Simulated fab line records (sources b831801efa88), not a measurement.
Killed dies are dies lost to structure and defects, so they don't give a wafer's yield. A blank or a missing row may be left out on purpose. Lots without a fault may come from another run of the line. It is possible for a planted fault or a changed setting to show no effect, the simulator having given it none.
2 desks looking at one fault + flow sky130 + only its own numbers are on each desk; what lay behind them is given at the end

== AT THE TOOL OWNER'S DESK: litho-track-02 ==
The tool's own readings at SKY_METAL5_DEVELOP_13 (develop time 60 s): means of the sampled wafers that have a number, for each lot that ran on this tool. If a lot's mean is further than 4 standard deviations from the usual mean, the lot is out of limits and carries the mark OUT (the distance appears in the brackets).
Columns: A = chill-plate-temp-C at SKY_METAL5_DEVELOP_13, usual 22.99 C
| lot  | first seen here | A     |
|------|-----------------|-------|
| L436 | day 49 00:11    | 22.92 |
| L438 | day 49 14:59    | 23.06 |
This desk's verdict: no lot among the 2 shows anything out of limits.

== FROM THE METROLOGY DESK ==
What the gauges read for every lot (on any tool): the sampled wafers with a number, averaged. If a lot's mean is further than 4 standard deviations from the usual mean, the lot is out of limits and carries the mark OUT (the distance appears in the brackets).
Columns: A = METAL5_ALCU_RS at SKY_METAL5_RS_MEAS_05, usual 0.0271 ohm/sq; B = METAL5_ALCU_THK at SKY_METAL5_THK_MEAS_06, usual 1140 nm
| lot  | first seen here | A      | B    |
|------|-----------------|--------|------|
| L428 | day 46 09:36    | 0.0267 | 1156 |
| L429 | day 46 14:59    | 0.0274 | 1127 |
| L436 | day 48 06:02    | 0.0270 | 1138 |
| L437 | day 48 16:56    | 0.0274 | 1137 |
| L438 | day 48 22:28    | 0.0271 | 1146 |
This desk's verdict: no lot among the 5 shows anything out of limits.

== ALL TOGETHER ==
Nothing out of limits was seen by the tool owner's desk.
At the metrology desk, nothing out of limits was observed.

== WHAT WAS PUT IN BY THE SIMULATOR ==
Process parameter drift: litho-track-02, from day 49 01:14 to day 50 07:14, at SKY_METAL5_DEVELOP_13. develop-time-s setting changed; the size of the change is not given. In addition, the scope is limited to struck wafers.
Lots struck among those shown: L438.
